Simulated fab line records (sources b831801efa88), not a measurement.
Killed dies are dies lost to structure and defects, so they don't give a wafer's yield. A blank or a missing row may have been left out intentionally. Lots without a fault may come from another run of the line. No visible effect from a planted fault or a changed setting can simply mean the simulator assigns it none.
What tool caused it?	flow sky130	13 lots with 39 wafers sampled at 5 steps, on a route of 708 steps

## WHAT THE GAUGES SHOWED, per wafer
SKY_LOCAL_INTERCONNECT_THK_MEAS_02: measures by xrf.
lot	measured	on	LOCAL_INTERCONNECT_TIN_THK (nm)
L485	day 30 12:19	film_metro-04	101.3 101.8 102.2
L487	day 31 04:22	film_metro-04	102.5 101.4 101.9
L488	day 31 07:38	film_metro-02	101.7 101.1 101.9
L489	day 31 14:26	film_metro-04	102.2 102.1 102.8
L491	day 32 10:53	film_metro-04	100.1 100.0 100.4
L490	day 32 12:22	film_metro-04	102.9 101.8 101.8
L494	day 33 07:02	film_metro-04	102.3 102.8 102.2
L498	day 34 14:18	film_metro-01	100.8 98.8 100.4
L499	day 34 22:45	film_metro-02	101.5 100.7 101.0
L501	day 35 08:40	film_metro-01	103.6 103.0 103.8
L503	day 35 20:34	film_metro-04	98.0 100.3 99.4
L504	day 36 08:41	film_metro-01	102.4 103.1 103.4
L505	day 36 17:14	film_metro-02	101.5 100.7 102.1

SKY_VIA1_THK_MEAS_01.
lot	measured	on	VIA1_HDPCVD_THK (nm)
L485	day 34 00:55	film_metro-02	1032 1065 1011
L487	day 34 16:10	film_metro-01	1028 1016 1029
L488	day 34 19:28	film_metro-03	1037 1021 1032
L489	day 35 03:44	film_metro-03	1045 1007 1034
L491	day 35 22:43	film_metro-01	1062 1022 1025
L490	day 36 01:13	film_metro-01	1034 1043 1039
L494	day 36 19:11	film_metro-02	1031 1023 1013
L498	day 38 02:44	film_metro-02	1024 1042 1010
L499	day 38 10:10	film_metro-02	1022 1027 1024
L501	day 38 19:37	film_metro-03	1002 1006 1006
L503	day 39 06:23	film_metro-03	1015 1017 1027
L504	day 39 18:02	film_metro-01	1020 1020 1029
L505	day 40 02:13	film_metro-03	1005 1038 1065

SKY_VIA1_CD_MEAS_12: target cd 150 nm.
lot	measured	on	cd_nm (nm)
L485	day 35 03:48	cd_sem-01	147.9 149.4 149.8
L487	day 35 19:58	cd_sem-01	151.4 150.2 152.1
L488	day 35 22:11	cd_sem-01	150.5 149.7 150.8
L489	day 36 06:52	cd_sem-02	148.3 148.7 148.3
L491	day 37 02:26	cd_sem-01	149.4 146.4 147.8
L490	day 37 04:22	cd_sem-02	147.4 146.7 146.3
L494	day 37 21:08	cd_sem-02	152.4 152.4 150.9
L498	day 39 03:37	cd_sem-01	149.7 150.8 150.1
L499	day 39 11:13	cd_sem-02	151.4 152.0 151.5
L501	day 39 21:31	cd_sem-02	150.3 149.1 151.2
L503	day 40 08:21	cd_sem-02	151.1 150.3 151.0
L504	day 40 19:20	cd_sem-02	147.9 149.9 150.0
L505	day 41 03:14	cd_sem-02	149.6 148.4 147.0

## TOOL THAT RAN EACH LOT (tool first, then ch and the chambers of the sampled wafers, then the start)
lot	SKY_SD_N_IMPLANT_09	SKY_SD_N_STRIP_11
L485	implanter-03 ch 0, day 29 05:04	plasma_asher-04 ch 0,1, day 29 05:21
L487	implanter-01 ch 0, day 29 22:52	plasma_asher-01 ch 0,1, day 29 23:10
L488	implanter-04 ch 0, day 30 01:14	plasma_asher-01 ch 0,1, day 30 01:31
L489	implanter-03 ch 0, day 30 08:28	plasma_asher-04 ch 0,1, day 30 08:46
L491	implanter-04 ch 0, day 31 05:09	plasma_asher-03 ch 0, day 31 05:25
L490	implanter-03 ch 0, day 31 06:23	plasma_asher-03 ch 0,1, day 31 06:41
L494	implanter-04 ch 0, day 32 01:22	plasma_asher-03 ch 0,1, day 32 01:40
L498	implanter-03 ch 0, day 33 08:37	plasma_asher-04 ch 0,1, day 33 08:55
L499	implanter-03 ch 0, day 33 16:55	plasma_asher-04 ch 0,1, day 33 17:13
L501	implanter-01 ch 0, day 34 02:58	plasma_asher-01 ch 0,1, day 34 03:16
L503	implanter-01 ch 0, day 34 14:38	plasma_asher-03 ch 0, day 34 14:55
L504	implanter-01 ch 0, day 35 02:45	plasma_asher-04 ch 1, day 35 03:01
L505	implanter-04 ch 0, day 35 11:55	plasma_asher-01 ch 0,1, day 35 12:13
- SKY_SD_N_IMPLANT_09
- SKY_SD_N_STRIP_11: strips in O2/N2.

## AS READ BY THE TOOLS THEMSELVES (means over the sampled wafers that have a number; for cases with no such wafer, the mark the record gives instead)
SKY_SD_N_STRIP_11.
lot	tool	drypump_motor_current_A (A)	oes_product_au (a.u.)	strip_time_to_endpoint_s (s)
L485	plasma_asher-04	6.5	0.529	22.53
L487	plasma_asher-01	5.1	0.528	22.56
L488	plasma_asher-01	5.1	0.526	22.61
L489	plasma_asher-04	6.5	0.527	22.63
L491	plasma_asher-03	5.0	0.526	22.58
L490	plasma_asher-03	5.2	0.523	22.61
L494	plasma_asher-03	5.2	0.530	22.56
L498	plasma_asher-04	6.3	0.534	22.43
L499	plasma_asher-04	6.5	0.530	22.45
L501	plasma_asher-01	5.1	0.529	22.57
L503	plasma_asher-03	5.1	0.525	22.53
L504	plasma_asher-04	6.1	0.529	22.56
L505	plasma_asher-01	5.3	0.523	22.54

## THE ANSWER, worked out from the rows above alone
Rule: the lots themselves supply what counts as usual. Put in order of their means at a reading, lots are off if they are a third of the lots or fewer, leave a main group of 4 or more, and stand apart from it by a gap of 3 or more times the standard deviation of the main group's means; of several such gaps the widest counts. A main group whose means are all the same, to the digits that the tables above print for the reading, isn't used. Also off: a lot with no number at a reading for which 4 or more lots have one. All remaining lots with rows at the step are treated as sound. First the gauges in route order, then the tools' own readings, where a lot's mean is used as printed above. The first step at which some lot is off is used, and at that step the reading that is off furthest; a lot without a number counts as furthest.
No lot is off on any of the readings shown, so nothing can be concluded from this.

## WHAT THE SIMULATOR HAD PUT IN
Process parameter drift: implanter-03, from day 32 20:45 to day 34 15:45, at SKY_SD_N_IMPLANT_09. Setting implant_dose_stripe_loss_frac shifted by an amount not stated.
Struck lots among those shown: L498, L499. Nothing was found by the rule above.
